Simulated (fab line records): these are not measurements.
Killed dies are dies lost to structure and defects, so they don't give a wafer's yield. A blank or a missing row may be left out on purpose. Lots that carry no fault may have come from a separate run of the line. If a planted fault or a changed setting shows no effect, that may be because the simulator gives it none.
What tool caused it?    flow gf180mcu    7 lots with 20 wafers sampled at 2 steps, on a route of 602 steps

## WHAT EACH GAUGE READ, for each wafer
GF_PSD_RS_MEAS_14: measures by four-point-probe.
lot   measured      on            NSD_RS (ohm/sq)
L870  day 15 13:02  filmMetro-02  45.96 46.14 46.14
L872  day 16 04:12  filmMetro-03  44.96 46.08 46.01
L875  day 16 20:58  filmMetro-01  44.99 45.97
L884  day 20 02:58  filmMetro-02  46.19 46.11 46.12
L887  day 21 01:50  filmMetro-03  46.16 46.07 46.10
L889  day 21 22:06  filmMetro-02  46.01 45.97 46.05
L891  day 22 06:20  filmMetro-03  46.00 45.98 46.00

## WHICH TOOL RAN EACH LOT (tool, then ch and the chambers of the sampled wafers, then the start)
lot   GF_PSD_RTA_13
L870  rtpAnneal-01 ch 0, day 15 12:57
L872  rtpAnneal-01 ch 0, day 16 04:07
L875  rtpAnneal-01 ch 0, day 16 20:52
L884  rtpAnneal-02 ch 0, day 20 02:53
L887  rtpAnneal-01 ch 0, day 21 01:45
L889  rtpAnneal-01 ch 0, day 21 22:01
L891  rtpAnneal-01 ch 0, day 22 06:16
- GF_PSD_RTA_13: time 20 s.

## THE ANSWER, worked out from the rows above alone
Rule: the usual values come from the lots themselves. Put in order of their means at a reading, lots are off if they are a third of the lots or fewer, leave a main group of 4 or more, and stand apart from it by a gap of 3 or more times the standard deviation of the main group's means; of several such gaps the widest counts. If all means in a main group match to the digits the tables above print for the reading, that group is not used. A lot without any number at a reading at which 4 lots or more have one is off too. The other lots that the step has rows for count as sound.
Off: at GF_PSD_RS_MEAS_14 (NSD_RS), L872, L875. Mean 46.07 ohm/sq and standard deviation 0.057 in the main group.
A tool fits if, at a process step before that reading, it ran every lot that is off, and no sound lot after the first of them. The gauges at GF_PSD_RS_MEAS_14 are tried like those tools. Not one of the candidates tried fits.

## WHAT THE SIMULATOR PUT IN
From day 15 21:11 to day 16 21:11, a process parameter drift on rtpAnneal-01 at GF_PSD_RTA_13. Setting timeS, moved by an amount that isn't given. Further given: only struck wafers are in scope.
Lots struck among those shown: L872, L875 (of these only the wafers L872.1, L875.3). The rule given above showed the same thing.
